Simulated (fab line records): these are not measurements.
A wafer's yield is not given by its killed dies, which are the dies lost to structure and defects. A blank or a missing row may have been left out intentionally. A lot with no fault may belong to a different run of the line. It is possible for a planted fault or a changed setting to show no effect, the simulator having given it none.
Which of the tools did it?	flow sky130	42 wafers sampled from 14 lots at 1 step of a route of 708

WHAT THE GAUGES SHOWED, per wafer
SKY_VIA3_OVL_MEAS_13.
lot	measured	on	VIA3_OVL (nm)
L516	day 40 11:10	overlay-02	1 5 0
L518	day 40 22:11	overlay-02	-2 -8 5
L521	day 41 21:35	overlay-01	-4 1 -2
L524	day 42 14:34	overlay-01	10 2 2
L525	day 43 02:17	overlay-01	8 4 12
L526	day 43 04:41	overlay-02	-6 -7 -1
L527	day 43 21:07	overlay-02	-7 -16 -13
L528	day 44 00:13	overlay-02	0 0 5
L530	day 44 20:23	overlay-01	-1 1 2
L532	day 44 22:38	overlay-01	2 3 7
L533	day 45 03:07	overlay-02	-15 -10 -12
L534	day 46 01:20	overlay-02	4 2 -10
L536	day 46 02:56	overlay-01	7 4 3
L535	day 46 06:56	overlay-01	1 0 0

TOOL THAT RAN EACH LOT (tool first, then ch and the chambers of the sampled wafers, then the start)
The record shows no process step preceding these readings.

AS READ BY THE TOOLS THEMSELVES (means over the sampled wafers that have a number; for cases with no such wafer, the mark the record gives instead)
The record holds no such reading with a usual standard deviation.

THE ANSWER, worked out from the rows above alone
Rule: usual is defined by the lots themselves. The widest of any qualifying gaps counts: lots, ordered by their means at a reading, are off when they make up no more than a third of the lots, leave a main group of 4 or more, and stand apart from it by 3 or more times the standard deviation of that group's means. A main group is skipped when, at the precision printed for the reading in the tables above, its means are all equal. Also off: a lot with no number at a reading for which 4 or more lots have one. All remaining lots with rows at the step are treated as sound. First the gauges in route order, then the tools' own readings, where a lot's mean is used as printed above. At the first step where some lot is off, the reading lying furthest off is the one used; lots without a number count as furthest.
None of the lots is off at any reading shown; this tells nothing.

WHAT THE SIMULATOR PUT IN
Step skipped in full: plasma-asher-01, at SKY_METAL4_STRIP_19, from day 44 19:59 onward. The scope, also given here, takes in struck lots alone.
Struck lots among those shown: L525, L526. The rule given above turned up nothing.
